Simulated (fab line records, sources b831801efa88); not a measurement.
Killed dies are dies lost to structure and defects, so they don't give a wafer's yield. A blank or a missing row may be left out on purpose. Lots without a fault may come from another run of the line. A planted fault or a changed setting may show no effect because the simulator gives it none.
Which tool did it? | flow gf180mcu | 13 lots, 39 wafers sampled, at 5 steps of a route of 602

WHAT THE GAUGES READ, wafer by wafer
GF_VT_IMPLANT_OVL_MEAS_18. Usual: VT_IMPLANT_01_OVL 0.6 nm, standard deviation 1.3.
lot  | measured     | on         | VT_IMPLANT_01_OVL (nm) | flag
L465 | day 6 07:13  | overlay-01 | 0.2 1.4 -0.2           |
L466 | day 6 12:30  | overlay-01 | -0.3 -2.7 -0.7         |
L468 | day 6 23:50  | overlay-01 | 0.3 0.9 0.6            |
L472 | day 8 00:11  | overlay-02 | 1.6 1.4 1.6            |
L473 | day 8 07:41  | overlay-01 | 1.2 0.7 3.4            |
L477 | day 9 12:49  | overlay-02 | 2.1 0.4 0.0            |
L482 | day 10 20:32 | overlay-02 | 1.0 -0.8 -0.3          |
L483 | day 11 00:09 | overlay-01 | 3.2 -0.5 1.4           |
L484 | day 11 07:25 | overlay-02 | -0.1 -0.5 -1.1         |
L485 | day 11 12:28 | overlay-02 | -0.5 0.1 -0.6          |
L486 | day 11 18:52 | overlay-01 | -0.2 0.6 0.1           |
L487 | day 11 23:10 | overlay-02 | 0.8 0.8 1.1            |
L488 | day 12 09:43 | overlay-01 | 0.7 2.6 -0.4           |

GF_VT_IMPLANT_OVL_MEAS_29. Usual: VT_IMPLANT_02_OVL 0.3 nm, standard deviation 1.4.
lot  | measured     | on         | VT_IMPLANT_02_OVL (nm) | flag
L465 | day 6 22:01  | overlay-02 | 1.7 0.0 0.3            |
L466 | day 7 03:30  | overlay-02 | 0.1 0.6 0.3            |
L468 | day 7 15:07  | overlay-01 | -2.5 -1.4 -1.7         |
L472 | day 8 17:13  | overlay-01 | -0.5 0.0 0.6           |
L473 | day 9 00:07  | overlay-02 | -0.4 -0.6 0.9          |
L477 | day 10 07:19 | overlay-02 | 0.1 -1.0 1.5           |
L482 | day 11 14:25 | overlay-01 | 2.4 0.4 1.3            |
L483 | day 11 19:25 | overlay-02 | 0.5 -0.9 -0.7          |
L484 | day 12 02:09 | overlay-01 | 0.5 -0.6 -0.5          |
L485 | day 12 07:25 | overlay-01 | -0.5 -1.0 -1.0         |
L486 | day 12 13:42 | overlay-02 | -0.7 0.5 -0.8          |
L487 | day 12 18:28 | overlay-02 | -1.5 -0.3 0.4          |
L488 | day 13 05:58 | overlay-01 | -2.1 -0.4 -0.6         |

GF_VT_IMPLANT_TW_MEAS_43. Usual: VT_IMPLANT_4_TW 694, standard deviation 5.9.
lot  | measured     | on            | VT_IMPLANT_4_TW | flag
L465 | day 7 13:47  | film_metro-03 | 688 688 690     |
L466 | day 7 19:32  | film_metro-03 | 692 690 691     |
L468 | day 8 07:31  | film_metro-03 | 701 695 701     |
L472 | day 9 10:46  | film_metro-04 | 30 30 30        | OFF
L473 | day 9 18:19  | film_metro-04 | 30 30 30        | OFF
L477 | day 11 02:17 | film_metro-01 | 700 698 700     |
L482 | day 12 10:20 | film_metro-01 | 697 700 697     |
L483 | day 12 14:43 | film_metro-01 | 701 701 704     |
L484 | day 12 21:33 | film_metro-01 | 700 703 700     |
L485 | day 13 02:31 | film_metro-03 | 694 699 693     |
L486 | day 13 09:36 | film_metro-01 | 699 706 701     |
L487 | day 13 14:28 | film_metro-03 | 696 696 695     |
L488 | day 14 03:02 | film_metro-03 | 693 690 686     |

WHICH TOOL RAN EACH LOT (tool, then ch and the chambers of the sampled wafers, then the start)
lot  | GF_VT_IMPLANT_STRIP_31               | GF_VT_IMPLANT_STRIP_42
L465 | plasma_asher-01 ch 0,1, day 6 22:13  | plasma_asher-04 ch 1, day 7 13:41
L466 | plasma_asher-01 ch 0, day 7 03:41    | plasma_asher-02 ch 0,1, day 7 19:26
L468 | plasma_asher-01 ch 0,1, day 7 15:19  | plasma_asher-02 ch 0,1, day 8 07:25
L472 | plasma_asher-04 ch 0,1, day 8 17:25  | plasma_asher-01 ch 0,1, day 9 10:40
L473 | plasma_asher-02 ch 0,1, day 9 00:17  | plasma_asher-04 ch 0,1, day 9 18:12
L477 | plasma_asher-04 ch 0,1, day 10 07:30 | plasma_asher-01 ch 0,1, day 11 02:11
L482 | plasma_asher-04 ch 0,1, day 11 14:37 | plasma_asher-01 ch 0,1, day 12 10:14
L483 | plasma_asher-02 ch 0,1, day 11 19:36 | plasma_asher-02 ch 0,1, day 12 14:37
L484 | plasma_asher-04 ch 0,1, day 12 02:20 | plasma_asher-01 ch 0,1, day 12 21:27
L485 | plasma_asher-02 ch 0,1, day 12 07:37 | plasma_asher-02 ch 0,1, day 13 02:25
L486 | plasma_asher-02 ch 0,1, day 12 13:53 | plasma_asher-01 ch 0,1, day 13 09:30
L487 | plasma_asher-01 ch 0, day 12 18:38   | plasma_asher-04 ch 0,1, day 13 14:21
L488 | plasma_asher-01 ch 0,1, day 13 06:08 | plasma_asher-01 ch 1, day 14 02:55
- GF_VT_IMPLANT_STRIP_31: strips in O2/N2.
- GF_VT_IMPLANT_STRIP_42: strips in O2/N2.

WHAT THE TOOLS THEMSELVES READ (means of the sampled wafers that have a number; where no wafer has one, the mark that the record gives instead)
GF_VT_IMPLANT_STRIP_31. Usual: chamber_pressure_mTorr 1499.7 mTorr, standard deviation 1.5; drypump_motor_current_A 5.7 A, standard deviation 0.4; heater_power_w 329 W, standard deviation 33; oes_product_au 0.717 a.u., standard deviation 0.0046; strip_time_to_endpoint_s 12.62 s, standard deviation 0.031.
lot  | tool            | chamber_pressure_mTorr (mTorr) | drypump_motor_current_A (A) | heater_power_w (W) | oes_product_au (a.u.) | strip_time_to_endpoint_s (s) | flag
L465 | plasma_asher-01 | 1501.2                         | 5.3                         | 328                | 0.712                 | 12.62                        |
L466 | plasma_asher-01 | 1501.1                         | 5.2                         | 373                | 0.721                 | 12.65                        |
L468 | plasma_asher-01 | 1501.2                         | 5.2                         | 346                | 0.718                 | 12.61                        |
L472 | plasma_asher-04 | -                              | -                           | -                  | -                     | -                            | OFF
L473 | plasma_asher-02 | -                              | -                           | -                  | -                     | -                            | OFF
L477 | plasma_asher-04 | 1500.0                         | 5.8                         | 301                | 0.717                 | 12.66                        |
L482 | plasma_asher-04 | 1498.5                         | 5.8                         | 299                | 0.717                 | 12.59                        |
L483 | plasma_asher-02 | 1499.4                         | 5.9                         | 361                | 0.714                 | 12.62                        |
L484 | plasma_asher-04 | 1499.8                         | 5.7                         | 300                | 0.714                 | 12.65                        |
L485 | plasma_asher-02 | 1499.9                         | 6.1                         | 345                | 0.718                 | 12.56                        |
L486 | plasma_asher-02 | 1499.4                         | 6.1                         | 342                | 0.716                 | 12.65                        |
L487 | plasma_asher-01 | 1498.5                         | 5.2                         | 370                | 0.718                 | 12.64                        |
L488 | plasma_asher-01 | 1499.2                         | 5.3                         | 349                | 0.717                 | 12.57                        |

GF_VT_IMPLANT_STRIP_42. Usual: chamber_pressure_mTorr 1500.2 mTorr, standard deviation 1.4; drypump_motor_current_A 5.7 A, standard deviation 0.41; heater_power_w 325 W, standard deviation 32; oes_product_au 0.716 a.u., standard deviation 0.005; strip_time_to_endpoint_s 12.60 s, standard deviation 0.037.
lot  | tool            | chamber_pressure_mTorr (mTorr) | drypump_motor_current_A (A) | heater_power_w (W) | oes_product_au (a.u.) | strip_time_to_endpoint_s (s) | flag
L465 | plasma_asher-04 | 1499.6                         | 6.3                         | 301                | 0.714                 | 12.64                        |
L466 | plasma_asher-02 | 1500.0                         | 6.0                         | 342                | 0.713                 | 12.62                        |
L468 | plasma_asher-02 | 1500.0                         | 5.9                         | 364                | 0.718                 | 12.63                        |
L472 | plasma_asher-01 | 1501.0                         | 5.3                         | 325                | 0.720                 | 27.56                        | OFF
L473 | plasma_asher-04 | 1500.9                         | 6.0                         | 304                | 0.724                 | 27.49                        | OFF
L477 | plasma_asher-01 | 1500.2                         | 5.2                         | 352                | 0.712                 | 12.64                        |
L482 | plasma_asher-01 | 1499.3                         | 5.3                         | 330                | 0.717                 | 12.63                        |
L483 | plasma_asher-02 | 1498.6                         | 6.0                         | 339                | 0.723                 | 12.57                        |
L484 | plasma_asher-01 | 1500.0                         | 5.2                         | 343                | 0.710                 | 12.56                        |
L485 | plasma_asher-02 | 1500.7                         | 6.0                         | 342                | 0.720                 | 12.55                        |
L486 | plasma_asher-01 | 1500.5                         | 5.2                         | 345                | 0.717                 | 12.64                        |
L487 | plasma_asher-04 | 1500.0                         | 6.0                         | 301                | 0.715                 | 12.64                        |
L488 | plasma_asher-01 | 1500.3                         | 5.3                         | 307                | 0.717                 | 12.61                        |

THE ANSWER, worked out from the rows above alone
Rule: a lot is off if the mean of its wafers that have a number lies more than 3 standard deviations from the usual mean. A lot without any number at a reading at which 4 lots or more have one is off too. The other lots that the step has rows for count as sound. The gauges are gone through in route order, then the tools' own readings, and for those a lot's mean is taken as printed above. The first step at which some lot is off is used, and at that step the reading that is off furthest; a lot without a number counts as furthest.
Off: L472, L473, at GF_VT_IMPLANT_TW_MEAS_43 (VT_IMPLANT_4_TW).
A tool fits if, at a process step before that reading, it ran every lot that is off, and no sound lot after the first of them. The gauges at GF_VT_IMPLANT_TW_MEAS_43 aren't tried: what is off there is off at GF_VT_IMPLANT_STRIP_31 too, on other tools, and a gauge's error can't cause that. None of those tried fits.

WHAT THE SIMULATOR HAD PUT IN
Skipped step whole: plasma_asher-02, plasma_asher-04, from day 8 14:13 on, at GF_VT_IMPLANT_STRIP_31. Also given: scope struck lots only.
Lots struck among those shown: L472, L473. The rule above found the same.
